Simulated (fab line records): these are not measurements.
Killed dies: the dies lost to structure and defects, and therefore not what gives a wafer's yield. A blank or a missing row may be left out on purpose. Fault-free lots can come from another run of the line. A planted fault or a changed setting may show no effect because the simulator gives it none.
A single fault, viewed from 2 desks || flow gf180mcu || every desk sees just its own numbers, and what lay behind them comes last

THE TOOL OWNER'S DESK: lithoTrack-04
Per lot that ran on this tool, the mean of the sampled wafers carrying a number, from the tool's own readings at GF_NSD_SOFTBAKE_03 (time 60 s). If a lot's mean is further than 4 standard deviations from the usual mean, the lot is out of limits and carries the mark OUT (the distance appears in the brackets).
Columns: A = heaterPowerTotalW at GF_NSD_SOFTBAKE_03, usual 56.60 W; B = runLengthS at GF_NSD_SOFTBAKE_03, usual 89.1 s
{"lot": "L720", "first seen here": "day 15 20:55", "A": "60.04 (+75) OUT", "B": "79.1 (-32) OUT"}
{"lot": "L721", "first seen here": "day 16 08:23", "A": "60.09 (+76) OUT", "B": "79.1 (-32) OUT"}
{"lot": "L734", "first seen here": "day 20 09:02", "A": 56.57, "B": 89.0}
This desk finds L720, L721 out of limits, L720 being first, at day 15 20:55 (heaterPowerTotalW at GF_NSD_SOFTBAKE_03). In limits: L734.

AT THE METROLOGY DESK
Means of the sampled wafers that have a number, per lot and without regard to the tool the lot ran on: this is what the gauges read. If a lot's mean is further than 4 standard deviations from the usual mean, the lot is out of limits and carries the mark OUT (the distance appears in the brackets).
Columns: A = HV_LDD_02_OVL at GF_HV_LDD_OVL_MEAS_32, usual 0.9 nm; B = PSD_OVL at GF_PSD_OVL_MEAS_08, usual 0.3 nm
{"lot": "L712", "first seen here": "day 11 14:28", "A": -0.9, "B": 1.6}
{"lot": "L713", "first seen here": "day 12 10:58", "A": -1.6, "B": 1.6}
{"lot": "L720", "first seen here": "day 14 08:10", "A": 2.5, "B": 1.5}
{"lot": "L721", "first seen here": "day 14 21:05", "A": 0.9, "B": 0.9}
{"lot": "L722", "first seen here": "day 14 21:23", "A": 0.6, "B": 0.7}
{"lot": "L725", "first seen here": "day 15 16:40", "A": 2.4, "B": 1.6}
{"lot": "L726", "first seen here": "day 16 00:41", "A": 3.1, "B": 0.6}
{"lot": "L728", "first seen here": "day 16 15:01", "A": 0.3, "B": -0.8}
{"lot": "L729", "first seen here": "day 16 21:55", "A": 1.2, "B": 0.2}
{"lot": "L731", "first seen here": "day 17 16:39", "A": 0.0, "B": -1.4}
{"lot": "L732", "first seen here": "day 18 03:23", "A": 2.2, "B": 1.3}
{"lot": "L733", "first seen here": "day 18 13:02", "A": 0.5, "B": -0.9}
{"lot": "L734", "first seen here": "day 18 16:34", "A": 1.6, "B": -0.2}
{"lot": "L735", "first seen here": "day 18 22:14", "A": 0.9, "B": 1.5}
This desk's verdict: no lot among the 14 shows anything out of limits.

BROUGHT TOGETHER
The tool owner's desk could have raised an alarm at day 15 20:55, on L720, L721.
The metrology desk saw nothing out of limits.
The metrology desk holds a record of L720, L721, inside its limits.
GF_NSD_SOFTBAKE_03 was run on lithoTrack-04 by each of the lots named.

WHAT THE SIMULATOR PUT IN
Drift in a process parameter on lithoTrack-04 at GF_NSD_SOFTBAKE_03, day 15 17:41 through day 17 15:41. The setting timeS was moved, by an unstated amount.
Struck lots among those shown: L720, L721.
Delay in hours, fault start to first out-of-limits reading, by desk: the tool owner's desk at 3.
